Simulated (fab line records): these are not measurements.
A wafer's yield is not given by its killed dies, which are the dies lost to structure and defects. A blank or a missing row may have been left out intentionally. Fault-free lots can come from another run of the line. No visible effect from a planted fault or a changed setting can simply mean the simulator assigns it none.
fab line records    flow sky130
record lots=12  wafers=36  last-day=50
route steps=708 shown POLY_GATE@234 LI_CONTACT@363
lots that met no fault: taken from a fault-free run of the same line
start-h: hours from the record's opening day to when the first of the lot's shown wafers began    wait-h: hours elapsed since this lot's preceding step    " unchanged from the row above    L1.1+2: a row that stands for several wafers    - value missing, or start not given    * or withheld: withheld    < > ~ a bound
route shown NAME@n: NAME is a module with steps in the file, n the number in the route of the first one    usual: mean/standard deviation of fault-free wafers    same: alike in all rows    chamber/n: place in a boat    sites: readings site by site    _std_site: their standard deviation    _edge_site: the outer-site mean with the inner-site mean subtracted    radius-mm: how far each site lies from the wafer's centre    mask NAME#n: copy n    behind: the last tool/chamber to shape the wafer    hold: the reason the lot was held/the length of the hold in hours/how it ended    device: the n, p or np transistor that did not switch    end of line: tests run on the same wafers once the route is complete    a step with no rows: only its recipe    killed: the dies lost at the first sort to structure and to defects; this is not the yield of the wafer    map: the dies of a wafer, with x for killed, . for not killed, _ for no die there
set.NAME: the setting the step ran with; set.NAME@STEP: the setting that earlier step ran with    model.NAME: the simulator's own value behind a step, which no gauge read
a sample of lots followed through the steps of the route, with each step as a table and each wafer as a row
services: a tool's chamber out of use, with start hour (start-h, from the record's first day; less than 0 if before it), hours out, and reason
## steps
# step SKY_POLY_GATE_OXIDATION_20
# recipe temp-c=850  ambient=O2  stabilise-s=600  purge-s=300  target-thk-a=40  ox-time-s=899
# usual spike-tc-bottom-C=869.2/1.7  spike-tc-centre-C=850.6/1  spike-tc-lower-C=851.4/1  spike-tc-top-C=861.1/2.1  spike-tc-upper-C=850.5/1.1  tube-center-temp-C=850/0.079  tube_center_temp_C_max=852.2/0.37  zone-power-top-pct=32.2/0.79
lot.wafer  tool        chamber  start-h  wait-h  spike-tc-bottom-C  spike-tc-centre-C  spike-tc-lower-C  spike-tc-top-C  spike-tc-upper-C  tube-center-temp-C  tube_center_temp_C_max  zone-power-top-pct
L233.2     furnace-02  0        372.59   0.0     867.9              852.0              850.8             860.3           850.7             850.09              852.5                   31.4
L233.5     "           0        "        "       869.4              850.1              852.4             863.2           849.9             850.04              852.0                   32.0
L233.6     "           0        "        "       867.7              851.1              852.5             863.1           850.3             849.98              851.8                   32.3
L234.2     furnace-02  0        382.15   0.1     868.5              850.4              851.4             862.6           851.1             850.06              852.8                   32.0
L234.3     "           0        "        "       868.3              851.3              849.8             862.5           850.8             849.94              851.8                   31.8
L234.6     "           0        "        "       868.9              850.1              850.8             860.1           849.7             849.93              853.0                   31.0
L235.1     furnace-01  0        417.02   0.7     871.4              851.2              848.4             859.2           849.0             850.1               852.5                   33.3
L235.3     "           0        "        "       870.6              852.2              851.8             858.5           850.2             849.95              852.2                   33.4
L235.6     "           0        "        "       872.0              849.6              851.0             856.6           851.7             850                 852.5                   33.5
L236.2     furnace-01  0        417.02   0.2     869.6              851.1              849.6             856.4           849.2             850.03              852.4                   33.4
L236.4     "           0        "        "       871.0              851.5              850.5             858.6           850.5             849.9               852.7                   33.7
L236.5     "           0        "        "       873.1              851.7              849.9             857.8           850.6             850                 852.0                   33.8
L237.1     furnace-02  0        418.04   0.9     867.9              847.7              851.8             863.9           850.5             849.91              852.0                   31.5
L237.2     "           0        "        "       869.8              849.8              851.6             861.5           849.9             850.09              852.4                   31.7
L237.4     "           0        "        "       868.2              849.6              850.8             862.8           849.6             850.08              852.3                   31.9
L239.1     furnace-02  0        418.04   0.1     866.8              848.9              852.0             862.6           851.5             849.95              852.0                   32.2
L239.2     "           0        "        "       868.0              853.5              851.3             861.0           851.5             849.97              852.4                   31.6
L239.5     "           0        "        "       868.8              851.6              851.8             862.3           851.6             849.96              851.8                   32.5
L242.2     furnace-02  0        448.05   0.0     868.2              850.4              851.8             861.7           852.5             849.9               852.1                   31.3
L242.5     "           0        "        "       868.4              849.9              851.7             861.6           851.2             849.95              852.0                   31.4
L242.6     "           0        "        "       867.8              849.4              852.8             861.8           850.1             849.93              851.8                   31.7
L248.2     furnace-02  0        514.58   0.0     901.7              884.5              884.0             894.0           882.6             883.41              885.1                   34.0
L248.3     "           0        "        "       900.8              882.9              885.4             894.6           883.9             883.5               885.2                   34.2
L248.4     "           0        "        "       900.9              882.1              883.7             895.6           883.3             883.45              886.0                   33.6
L246.1     furnace-02  0        515.83   0.0     901.0              882.7              887.2             895.6           885.2             883.54              885.6                   34.0
L246.3     "           0        "        "       901.0              884.8              885.1             894.3           885.4             883.39              885.8                   33.7
L246.4     "           0        "        "       902.5              884.6              886.0             895.4           885.2             883.4               886.0                   33.7
L247.3     furnace-02  0        515.83   0.4     901.7              883.9              885.1             895.5           884.8             883.5               885.5                   33.7
L247.4     "           0        "        "       901.4              884.2              884.3             895.6           884.0             883.53              885.9                   33.8
L247.5     "           0        "        "       901.7              883.7              883.6             894.6           885.0             883.36              885.3                   33.7
L253.2     furnace-01  0        539.53   0.0     872.7              852.4              851.9             858.4           850.9             849.99              852.6                   33.6
L253.3     "           0        "        "       872.0              853.0              851.0             857.5           849.7             850.03              852.3                   33.2
L253.6     "           0        "        "       871.7              850.5              851.9             856.8           848.0             850.07              852.2                   33.6
L254.2     furnace-01  0        552.44   0.0     872.0              851.1              850.6             857.1           849.8             850.01              853.2                   33.2
L254.3     "           0        "        "       872.4              849.4              849.2             859.4           850.7             850.06              852.4                   33.9
L254.6     "           0        "        "       870.4              851.2              851.0             857.7           849.4             850.02              852.0                   34.1
# step SKY_POLY_GATE_THK_MEAS_21
# recipe reads=SiO2_of_POLY_GATE_OXIDATION_20
# usual POLY_GATE_OXIDATION_THK=4.01/0.08
lot.wafer  tool           chamber  start-h  wait-h  POLY_GATE_OXIDATION_THK[nm]
L233.2     film-metro-03  -        373.85   0.0     3.80
L233.5     "              -        "        "       3.84
L233.6     "              -        "        "       3.95
L234.2     film-metro-01  -        383.41   0.0     3.96
L234.3     "              -        "        "       3.98
L234.6     "              -        "        "       4.03
L235.1     film-metro-02  -        418.27   0.0     4.04
L235.3     "              -        "        "       3.96
L235.6     "              -        "        "       4.04
L236.2     film-metro-03  -        418.28   0.0     3.88
L236.4     "              -        "        "       3.95
L236.5     "              -        "        "       3.89
L237.1     film-metro-01  -        419.29   0.0     4.13
L237.2     "              -        "        "       4.14
L237.4     "              -        "        "       4.11
L239.1     film-metro-03  -        419.29   0.0     4.04
L239.2     "              -        "        "       4.06
L239.5     "              -        "        "       4.01
L242.2     film-metro-02  -        449.31   0.0     4.04
L242.5     "              -        "        "       3.98
L242.6     "              -        "        "       3.95
L248.2     film-metro-02  -        515.84   0.0     6.05
L248.3     "              -        "        "       6.07
L248.4     "              -        "        "       6.02
L246.1     film-metro-01  -        517.08   0.0     5.99
L246.3     "              -        "        "       6.07
L246.4     "              -        "        "       6.02
L247.3     film-metro-03  -        517.10   0.0     5.98
L247.4     "              -        "        "       5.93
L247.5     "              -        "        "       6.04
L253.2     film-metro-03  -        540.79   0.0     3.91
L253.3     "              -        "        "       4.07
L253.6     "              -        "        "       3.97
L254.2     film-metro-03  -        553.70   0.0     4.07
L254.3     "              -        "        "       4.06
L254.6     "              -        "        "       4.09
# step SKY_POLY_GATE_CD_MEAS_22
# usual cd-nm=150.1/1.9
lot.wafer  tool       chamber  start-h  wait-h  cd-nm
L233.2     cd-sem-02  -        373.93   0.1     151.2
L233.5     "          -        "        "       151.0
L233.6     "          -        "        "       150.8
L234.2     cd-sem-02  -        383.49   0.1     149.8
L234.3     "          -        "        "       149.8
L234.6     "          -        "        "       151.7
L235.1     cd-sem-01  -        418.33   0.1     150.8
L235.3     "          -        "        "       151.3
L235.6     "          -        "        "       151.9
L236.2     cd-sem-02  -        418.35   0.1     150.8
L236.4     "          -        "        "       149.2
L236.5     "          -        "        "       148.3
L237.1     cd-sem-01  -        419.35   0.1     148.0
L237.2     "          -        "        "       151.6
L237.4     "          -        "        "       150.4
L239.1     cd-sem-01  -        419.52   0.2     149.4
L239.2     "          -        "        "       146.6
L239.5     "          -        "        "       148.0
L242.2     cd-sem-02  -        449.39   0.1     149.0
L242.5     "          -        "        "       148.2
L242.6     "          -        "        "       150.4
L248.2     cd-sem-02  -        515.92   0.1     151.2
L248.3     "          -        "        "       147.7
L248.4     "          -        "        "       150.9
L246.1     cd-sem-01  -        517.14   0.1     149.4
L246.3     "          -        "        "       148.2
L246.4     "          -        "        "       149.1
L247.3     cd-sem-02  -        517.20   0.1     151.3
L247.4     "          -        "        "       150.5
L247.5     "          -        "        "       153.3
L253.2     cd-sem-02  -        540.87   0.1     149.5
L253.3     "          -        "        "       148.6
L253.6     "          -        "        "       149.5
L254.2     cd-sem-02  -        553.78   0.1     146.3
L254.3     "          -        "        "       147.6
L254.6     "          -        "        "       144.1
# step SKY_LI_CONTACT_THK_MEAS_01
# recipe reads=PSG_of_LI_CONTACT_HDPCVD_00
# usual LI_CONTACT_HDPCVD_THK=926/11
lot.wafer  tool           chamber  start-h  wait-h  LI_CONTACT_HDPCVD_THK[nm]
L233.2     film-metro-01  -        645.52   0.1     916
L233.5     "              -        "        "       917
L233.6     "              -        "        "       924
L234.2     film-metro-01  -        655.35   0.1     925
L234.3     "              -        "        "       933
L234.6     "              -        "        "       931
L235.1     film-metro-02  -        687.79   0.1     927
L235.3     "              -        "        "       919
L235.6     "              -        "        "       929
L236.2     film-metro-01  -        691.22   0.1     935
L236.4     "              -        "        "       933
L236.5     "              -        "        "       928
L239.1     film-metro-02  -        692.55   0.1     941
L239.2     "              -        "        "       952
L239.5     "              -        "        "       954
L237.1     film-metro-03  -        692.67   0.1     907
L237.2     "              -        "        "       924
L237.4     "              -        "        "       919
L242.2     film-metro-02  -        719.35   0.1     926
L242.5     "              -        "        "       915
L242.6     "              -        "        "       918
L248.2     film-metro-01  -        779.09   0.1     937
L248.3     "              -        "        "       927
L248.4     "              -        "        "       936
L246.1     film-metro-03  -        779.33   0.1     924
L246.3     "              -        "        "       920
L246.4     "              -        "        "       921
L247.3     film-metro-02  -        781.16   0.1     915
L247.4     "              -        "        "       917
L247.5     "              -        "        "       923
L253.2     film-metro-02  -        800.89   0.1     939
L253.3     "              -        "        "       924
L253.6     "              -        "        "       911
L254.2     film-metro-02  -        811.19   0.1     928
L254.3     "              -        "        "       928
L254.6     "              -        "        "       924
# step SKY_LI_CONTACT_SPUTTER_19
# recipe material=Ti  target-thk-nm=20  chamber-pressure-pa=5  power-w=2500  substrate-temp-c=200  time-s=106.37
# usual throttle-valve-pct=30.1/0.97
# same time-s=106.37
lot.wafer  tool            chamber  start-h  wait-h  throttle-valve-pct
L233.2     pvd-sputter-03  -        674.75   0.0     30.3
L233.5     "               -        "        "       29.8
L233.6     "               -        "        "       30.1
L234.2     pvd-sputter-01  -        684.24   0.0     28.8
L234.3     "               -        "        "       29.1
L234.6     "               -        "        "       29.8
L235.1     pvd-sputter-01  -        716.62   0.0     29.9
L235.3     "               -        "        "       28.6
L235.6     "               -        "        "       31.4
L236.2     pvd-sputter-03  -        718.84   0.0     30.4
L236.4     "               -        "        "       32.3
L236.5     "               -        "        "       31.9
L239.1     pvd-sputter-04  -        721.32   0.0     30.3
L239.2     "               -        "        "       29.5
L239.5     "               -        "        "       29.0
L237.1     pvd-sputter-03  -        721.57   0.0     30.5
L237.2     "               -        "        "       32.1
L237.4     "               -        "        "       30.3
L242.2     pvd-sputter-03  -        748.22   0.0     32.5
L242.5     "               -        "        "       30.5
L242.6     "               -        "        "       32.1
L248.2     pvd-sputter-03  -        806.80   0.0     30.7
L248.3     "               -        "        "       30.5
L248.4     "               -        "        "       29.6
L246.1     pvd-sputter-03  -        808.04   0.0     30.0
L246.3     "               -        "        "       30.5
L246.4     "               -        "        "       32.2
L247.3     pvd-sputter-01  -        809.40   0.0     31.2
L247.4     "               -        "        "       28.8
L247.5     "               -        "        "       31.2
L253.2     pvd-sputter-04  -        829.01   0.0     30.3
L253.3     "               -        "        "       29.3
L253.6     "               -        "        "       29.9
L254.2     pvd-sputter-03  -        839.57   0.0     30.4
L254.3     "               -        "        "       30.4
L254.6     "               -        "        "       30.2
## services
tool            chamber  start-h  hours  kind
furnace-02      -        348.71   3.2    pm
furnace-01      -        413.69   3.3    pm
pvd-sputter-03  -        431.63   85.8   repair
pvd-sputter-03  -        444.79   19.8   repair
furnace-02      -        471.98   5.2    repair
furnace-02      -        509.30   3.3    pm
pvd-sputter-03  1        517.42   -      consumable-replace:kit
pvd-sputter-03  1        517.42   18.0   scheduled-down
pvd-sputter-03  1        517.42   18.0   vent-cycle
pvd-sputter-01  -        535.98   1.2    repair
furnace-01      -        543.30   4.0    pm
furnace-01      -        566.00   14.8   pm
furnace-02      -        581.56   3.0    pm
furnace-01      -        585.13   3.7    pm
pvd-sputter-03  -        590.14   6.0    repair
pvd-sputter-03  -        635.54   0.5    repair
pvd-sputter-01  -        638.42   1.9    repair
furnace-02      -        655.75   7.6    pm
furnace-02      -        678.13   3.5    pm
pvd-sputter-03  -        679.60   2.3    repair
pvd-sputter-03  -        704.53   3.8    repair
pvd-sputter-01  -        718.13   2.9    repair
furnace-01      -        750.16   3.2    pm
furnace-01      -        824.42   5.0    pm
## key
first-sign step=SKY_POLY_GATE_OXIDATION_20  reading=tube-center-temp-C  direction=up  sigmas=99+  usual=*  struck=*
effect step=SKY_POLY_GATE_OXIDATION_20  reading=tube_center_temp_C_max  direction=up  sigmas=91  usual=*  struck=*
effect step=SKY_POLY_GATE_THK_MEAS_21  reading=POLY_GATE_OXIDATION_THK  direction=up  sigmas=25  usual=4.01  struck=6.02
met-at SKY_POLY_GATE_OXIDATION_20
struck-lots L246,L247,L248
tester-left-out L246,L247,L248
not-acting-at SKY_POLY_GATE_CD_MEAS_22,SKY_LI_CONTACT_THK_MEAS_01,SKY_LI_CONTACT_SPUTTER_19
onset-between 448.05 514.58
fault kind=process-parameter-drift  tool=furnace-02  chamber=-  onset-h=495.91  steps=SKY_POLY_GATE_OXIDATION_20  channel=temp-c  offset=*  shape=step  end-h=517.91  acts-in=*  stated=*
# tester-left-out: of these lots the tester's yield and bins aren't shown, on N5 and GAA mostly nor the transistor test; their killed dies are dies lost to structure and defects alone, not to doping, threshold or leakage, so they don't give the yield
